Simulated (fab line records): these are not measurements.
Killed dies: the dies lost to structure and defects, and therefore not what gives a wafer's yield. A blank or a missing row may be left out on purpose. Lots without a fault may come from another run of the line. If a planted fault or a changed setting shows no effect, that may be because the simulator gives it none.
What tool caused it? :: flow gf180mcu :: 12 lots with 36 wafers sampled at 6 steps, on a route of 602 steps

WHAT THE GAUGES SHOWED, per wafer
GF_HV_LDD_CD_MEAS_07: target cd 400 nm.
lot: L522
measured: day 10 06:46
on: cd_sem-02
cd_nm (nm): 400.7 398.5 398.1

lot: L523
measured: day 11 02:53
on: cd_sem-02
cd_nm (nm): 398.7 398.8 399.2

lot: L524
measured: day 11 02:41
on: cd_sem-01
cd_nm (nm): 399.6 398.3 397.4

lot: L525
measured: day 11 14:56
on: cd_sem-01
cd_nm (nm): 401.3 400.9 403.8

lot: L527
measured: day 12 01:23
on: cd_sem-01
cd_nm (nm): 401.1 401.2 399.6

lot: L529
measured: day 12 16:41
on: cd_sem-02
cd_nm (nm): 401.0 399.8 399.3

lot: L531
measured: day 13 00:11
on: cd_sem-02
cd_nm (nm): 400.5 399.6 400.8

lot: L533
measured: day 13 10:10
on: cd_sem-02
cd_nm (nm): 397.9 398.5 397.5

lot: L535
measured: day 13 18:32
on: cd_sem-01
cd_nm (nm): 400.2 402.3 400.4

lot: L536
measured: day 14 01:40
on: cd_sem-02
cd_nm (nm): 400.5 398.3 400.8

lot: L537
measured: day 14 09:56
on: cd_sem-02
cd_nm (nm): 398.4 396.2 396.6

lot: L538
measured: day 14 21:10
on: cd_sem-01
cd_nm (nm): 402.9 404.5 402.9

GF_HV_LDD_TW_MEAS_38.
lot: L522
measured: day 11 21:16
on: film_metro-03
HV_LDD_3_TW: 1430 1422 1416

lot: L523
measured: day 12 18:07
on: film_metro-02
HV_LDD_3_TW: 1431 1420 1431

lot: L524
measured: day 12 17:02
on: film_metro-04
HV_LDD_3_TW: 1472 1471 1463

lot: L525
measured: day 13 03:16
on: film_metro-02
HV_LDD_3_TW: 1426 1431 1436

lot: L527
measured: day 13 09:55
on: film_metro-04
HV_LDD_3_TW: 1471 1475 1476

lot: L529
measured: day 13 19:33
on: film_metro-04
HV_LDD_3_TW: 1479 1476 1480

lot: L531
measured: day 14 03:26
on: film_metro-04
HV_LDD_3_TW: 1471 1459 1472

lot: L533
measured: day 14 19:46
on: film_metro-04
HV_LDD_3_TW: 1472 1471 1466

lot: L535
measured: day 15 13:07
on: film_metro-02
HV_LDD_3_TW: 1440 1436 1426

lot: L536
measured: day 15 22:48
on: film_metro-04
HV_LDD_3_TW: 1471 1468 1452

lot: L537
measured: day 16 06:05
on: film_metro-02
HV_LDD_3_TW: 1373 1369 1365

lot: L538
measured: day 16 18:32
on: film_metro-03
HV_LDD_3_TW: 1367 1367 1368

GF_HV_LDD_RS_MEAS_53: measurement is done with a four-point probe.
lot: L522
measured: day 12 16:22
on: film_metro-04
HV_LDD_RS (ohm/sq): 420.1 420.5 420.0

lot: L523
measured: day 13 07:49
on: film_metro-03
HV_LDD_RS (ohm/sq): 419.1 418.9 419.4

lot: L524
measured: day 13 07:13
on: film_metro-03
HV_LDD_RS (ohm/sq): 418.4 417.9 418.8

lot: L525
measured: day 13 14:34
on: film_metro-02
HV_LDD_RS (ohm/sq): 418.1 418.1 417.3

lot: L527
measured: day 13 22:17
on: film_metro-04
HV_LDD_RS (ohm/sq): 419.2 418.2 418.7

lot: L529
measured: day 14 15:41
on: film_metro-02
HV_LDD_RS (ohm/sq): 419.6 419.5 418.0

lot: L531
measured: day 15 01:23
on: film_metro-02
HV_LDD_RS (ohm/sq): 418.5 418.6 417.4

lot: L533
measured: day 15 18:01
on: film_metro-02
HV_LDD_RS (ohm/sq): 418.5 419.2 419.2

lot: L535
measured: day 16 11:43
on: film_metro-02
HV_LDD_RS (ohm/sq): 420.2 420.4 420.1

lot: L536
measured: day 16 22:38
on: film_metro-03
HV_LDD_RS (ohm/sq): 419.3 419.0 419.9

lot: L537
measured: day 17 05:10
on: film_metro-03
HV_LDD_RS (ohm/sq): 430.0 429.1 430.3

lot: L538
measured: day 17 17:11
on: film_metro-02
HV_LDD_RS (ohm/sq): 429.2 428.6 428.9

WHICH TOOL RAN EACH LOT (tool, then ch and the chambers of the sampled wafers, then the start)
lot: L522
GF_DUAL_GATE_STRIP_13: plasma_asher-02 ch 0,1, day 8 15:44
GF_HV_LDD_STRIP_22: plasma_asher-02 ch 0,1, day 11 01:35
GF_HV_LDD_IMPLANT_35: implanter-04 ch 0, day 11 20:52

lot: L523
GF_DUAL_GATE_STRIP_13: plasma_asher-01 ch 0,1, day 9 09:07
GF_HV_LDD_STRIP_22: plasma_asher-04 ch 0,1, day 11 22:16
GF_HV_LDD_IMPLANT_35: implanter-01 ch 0, day 12 17:44

lot: L524
GF_DUAL_GATE_STRIP_13: plasma_asher-03 ch 0,1, day 9 09:14
GF_HV_LDD_STRIP_22: plasma_asher-01 ch 0,1, day 11 21:58
GF_HV_LDD_IMPLANT_35: implanter-01 ch 0, day 12 16:39

lot: L525
GF_DUAL_GATE_STRIP_13: plasma_asher-03 ch 0,1, day 9 21:38
GF_HV_LDD_STRIP_22: plasma_asher-02 ch 0,1, day 12 10:37
GF_HV_LDD_IMPLANT_35: implanter-04 ch 0, day 13 02:52

lot: L527
GF_DUAL_GATE_STRIP_13: plasma_asher-03 ch 0,1, day 10 05:34
GF_HV_LDD_STRIP_22: plasma_asher-02 ch 0,1, day 12 20:07
GF_HV_LDD_IMPLANT_35: implanter-01 ch 0, day 13 09:32

lot: L529
GF_DUAL_GATE_STRIP_13: plasma_asher-02 ch 0,1, day 10 20:50
GF_HV_LDD_STRIP_22: plasma_asher-04 ch 0,1, day 13 07:09
GF_HV_LDD_IMPLANT_35: implanter-04 ch 0, day 13 19:09

lot: L531
GF_DUAL_GATE_STRIP_13: plasma_asher-01 ch 0,1, day 11 06:32
GF_HV_LDD_STRIP_22: plasma_asher-02 ch 0,1, day 13 12:15
GF_HV_LDD_IMPLANT_35: implanter-04 ch 0, day 14 03:03

lot: L533
GF_DUAL_GATE_STRIP_13: plasma_asher-03 ch 0,1, day 11 23:29
GF_HV_LDD_STRIP_22: plasma_asher-01 ch 0,1, day 13 22:53
GF_HV_LDD_IMPLANT_35: implanter-04 ch 0, day 14 19:22

lot: L535
GF_DUAL_GATE_STRIP_13: plasma_asher-02 ch 0,1, day 12 10:55
GF_HV_LDD_STRIP_22: plasma_asher-02 ch 0,1, day 14 14:24
GF_HV_LDD_IMPLANT_35: implanter-04 ch 0, day 15 12:44

lot: L536
GF_DUAL_GATE_STRIP_13: plasma_asher-02 ch 0,1, day 12 15:17
GF_HV_LDD_STRIP_22: plasma_asher-04 ch 0,1, day 14 23:36
GF_HV_LDD_IMPLANT_35: implanter-03 ch 0, day 15 22:24

lot: L537
GF_DUAL_GATE_STRIP_13: plasma_asher-03 ch 0,1, day 12 21:31
GF_HV_LDD_STRIP_22: plasma_asher-04 ch 0,1, day 15 07:31
GF_HV_LDD_IMPLANT_35: implanter-04 ch 0, day 16 05:43

lot: L538
GF_DUAL_GATE_STRIP_13: plasma_asher-02 ch 0,1, day 13 01:56
GF_HV_LDD_STRIP_22: plasma_asher-01 ch 0,1, day 15 19:17
GF_HV_LDD_IMPLANT_35: implanter-04 ch 0, day 16 18:10
- GF_DUAL_GATE_STRIP_13: strips in O2/N2.
- GF_HV_LDD_STRIP_22: strips in O2/N2.
- GF_HV_LDD_IMPLANT_35

AS READ BY THE TOOLS THEMSELVES (means over the sampled wafers that have a number; for cases with no such wafer, the mark the record gives instead)
GF_DUAL_GATE_STRIP_13.
lot: L522
tool: plasma_asher-02
drypump_motor_current_A (A): 5.7
heater_power_w (W): 329
oes_product_au (a.u.): 0.719
strip_time_to_endpoint_s (s): 12.63

lot: L523
tool: plasma_asher-01
drypump_motor_current_A (A): 5.7
heater_power_w (W): 351
oes_product_au (a.u.): 0.718
strip_time_to_endpoint_s (s): 12.61

lot: L524
tool: plasma_asher-03
drypump_motor_current_A (A): 5.7
heater_power_w (W): 313
oes_product_au (a.u.): 0.714
strip_time_to_endpoint_s (s): 12.68

lot: L525
tool: plasma_asher-03
drypump_motor_current_A (A): 5.7
heater_power_w (W): 319
oes_product_au (a.u.): 0.722
strip_time_to_endpoint_s (s): 12.61

lot: L527
tool: plasma_asher-03
drypump_motor_current_A (A): 5.7
heater_power_w (W): 319
oes_product_au (a.u.): 0.710
strip_time_to_endpoint_s (s): 12.60

lot: L529
tool: plasma_asher-02
drypump_motor_current_A (A): 6.0
heater_power_w (W): 334
oes_product_au (a.u.): 0.713
strip_time_to_endpoint_s (s): 12.57

lot: L531
tool: plasma_asher-01
drypump_motor_current_A (A): 5.6
heater_power_w (W): 329
oes_product_au (a.u.): 0.714
strip_time_to_endpoint_s (s): 12.62

lot: L533
tool: plasma_asher-03
drypump_motor_current_A (A): 6.0
heater_power_w (W): 306
oes_product_au (a.u.): 0.720
strip_time_to_endpoint_s (s): 12.63

lot: L535
tool: plasma_asher-02
drypump_motor_current_A (A): 5.7
heater_power_w (W): 331
oes_product_au (a.u.): 0.718
strip_time_to_endpoint_s (s): 12.56

lot: L536
tool: plasma_asher-02
drypump_motor_current_A (A): 6.0
heater_power_w (W): 336
oes_product_au (a.u.): 0.714
strip_time_to_endpoint_s (s): 12.63

lot: L537
tool: plasma_asher-03
drypump_motor_current_A (A): 6.0
heater_power_w (W): 309
oes_product_au (a.u.): 0.715
strip_time_to_endpoint_s (s): 12.61

lot: L538
tool: plasma_asher-02
drypump_motor_current_A (A): 5.7
heater_power_w (W): 329
oes_product_au (a.u.): 0.716
strip_time_to_endpoint_s (s): 12.59

GF_HV_LDD_STRIP_22.
lot: L522
tool: plasma_asher-02
drypump_motor_current_A (A): 5.96
heater_power_w (W): 330
oes_product_au (a.u.): 0.715
strip_time_to_endpoint_s (s): 12.63

lot: L523
tool: plasma_asher-04
drypump_motor_current_A (A): 5.70
heater_power_w (W): 328
oes_product_au (a.u.): 0.717
strip_time_to_endpoint_s (s): 12.68

lot: L524
tool: plasma_asher-01
drypump_motor_current_A (A): 5.60
heater_power_w (W): 328
oes_product_au (a.u.): 0.721
strip_time_to_endpoint_s (s): 12.64

lot: L525
tool: plasma_asher-02
drypump_motor_current_A (A): 5.72
heater_power_w (W): 327
oes_product_au (a.u.): 0.717
strip_time_to_endpoint_s (s): 12.67

lot: L527
tool: plasma_asher-02
drypump_motor_current_A (A): 5.71
heater_power_w (W): 335
oes_product_au (a.u.): 0.715
strip_time_to_endpoint_s (s): 12.67

lot: L529
tool: plasma_asher-04
drypump_motor_current_A (A): 5.71
heater_power_w (W): 330
oes_product_au (a.u.): 0.716
strip_time_to_endpoint_s (s): 12.64

lot: L531
tool: plasma_asher-02
drypump_motor_current_A (A): 5.98
heater_power_w (W): 329
oes_product_au (a.u.): 0.717
strip_time_to_endpoint_s (s): 12.62

lot: L533
tool: plasma_asher-01
drypump_motor_current_A (A): 5.68
heater_power_w (W): 360
oes_product_au (a.u.): 0.712
strip_time_to_endpoint_s (s): 12.61

lot: L535
tool: plasma_asher-02
drypump_motor_current_A (A): 5.71
heater_power_w (W): 331
oes_product_au (a.u.): 0.716
strip_time_to_endpoint_s (s): 12.68

lot: L536
tool: plasma_asher-04
drypump_motor_current_A (A): 5.60
heater_power_w (W): 321
oes_product_au (a.u.): 0.717
strip_time_to_endpoint_s (s): 12.65

lot: L537
tool: plasma_asher-04
drypump_motor_current_A (A): 5.70
heater_power_w (W): 332
oes_product_au (a.u.): 0.717
strip_time_to_endpoint_s (s): 12.59

lot: L538
tool: plasma_asher-01
drypump_motor_current_A (A): 5.69
heater_power_w (W): 359
oes_product_au (a.u.): 0.715
strip_time_to_endpoint_s (s): 12.63

GF_HV_LDD_IMPLANT_35.
lot: L522
tool: implanter-04
beam_energy_keV: 60.003
dose_ions_cm2: 7.490e+12
faraday_current_uA: 41.9

lot: L523
tool: implanter-01
beam_energy_keV: 60.021
dose_ions_cm2: 7.488e+12
faraday_current_uA: 42.5

lot: L524
tool: implanter-01
beam_energy_keV: 60.004
dose_ions_cm2: 7.489e+12
faraday_current_uA: 42.6

lot: L525
tool: implanter-04
beam_energy_keV: 60.000
dose_ions_cm2: 7.506e+12
faraday_current_uA: 43.2

lot: L527
tool: implanter-01
beam_energy_keV: 59.987
dose_ions_cm2: 7.504e+12
faraday_current_uA: 41.9

lot: L529
tool: implanter-04
beam_energy_keV: 60.022
dose_ions_cm2: 7.500e+12
faraday_current_uA: 42.7

lot: L531
tool: implanter-04
beam_energy_keV: 60.000
dose_ions_cm2: 7.515e+12
faraday_current_uA: 42.4

lot: L533
tool: implanter-04
beam_energy_keV: 59.990
dose_ions_cm2: 7.496e+12
faraday_current_uA: 42.5

lot: L535
tool: implanter-04
beam_energy_keV: 59.988
dose_ions_cm2: 7.489e+12
faraday_current_uA: 41.7

lot: L536
tool: implanter-03
beam_energy_keV: 59.983
dose_ions_cm2: 7.491e+12
faraday_current_uA: 41.7

lot: L537
tool: implanter-04
beam_energy_keV: 60.031
dose_ions_cm2: 3.425e+12
faraday_current_uA: 19.1

lot: L538
tool: implanter-04
beam_energy_keV: 60.010
dose_ions_cm2: 3.430e+12
faraday_current_uA: 19.1

THE ANSWER, worked out from the rows above alone
Rule: what is usual is taken from the lots themselves. The widest of any qualifying gaps counts: lots, ordered by their means at a reading, are off when they make up no more than a third of the lots, leave a main group of 4 or more, and stand apart from it by 3 or more times the standard deviation of that group's means. If all means in a main group match to the digits the tables above print for the reading, that group is not used. Also off: a lot with no number at a reading for which 4 or more lots have one. Where the step has rows for the other lots, those lots are counted as sound. First the gauges in route order, then the tools' own readings, where a lot's mean is used as printed above. The first step at which some lot is off is used, and at that step the reading that is off furthest; a lot without a number counts as furthest.
Off: L537, L538, at GF_HV_LDD_RS_MEAS_53 (HV_LDD_RS). The main group: mean 419.0 ohm/sq, standard deviation 0.75.
A tool fits if, at a process step before that reading, it ran every lot that is off, and no sound lot after the first of them. Not tried: the gauges at GF_HV_LDD_RS_MEAS_53; whatever is off there is also off at GF_HV_LDD_IMPLANT_35, on other tools, and gauge error can't account for it. One fits: GF_HV_LDD_IMPLANT_35 on implanter-04. A fault onset in the window from L535 (day 15 12:44, its last sound lot) to L537 (day 16 05:43, its first lot off) fits.
The tool's own readings at GF_HV_LDD_IMPLANT_35 bear it out: on the lots that are off they differ by more than 5 times the standard deviation of the sound lots' means. dose_ions_cm2 reads 3.428e+12 there against 7.497e+12 on the sound lots; faraday_current_uA reads 19.1 there against 42.3 on the sound lots.

WHAT THE SIMULATOR HAD INSERTED
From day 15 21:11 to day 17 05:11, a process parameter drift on implanter-04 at GF_HV_LDD_IMPLANT_35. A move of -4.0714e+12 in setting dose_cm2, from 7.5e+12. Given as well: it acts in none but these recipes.
Lots struck among those shown: L537, L538. The same result came from the rule above.
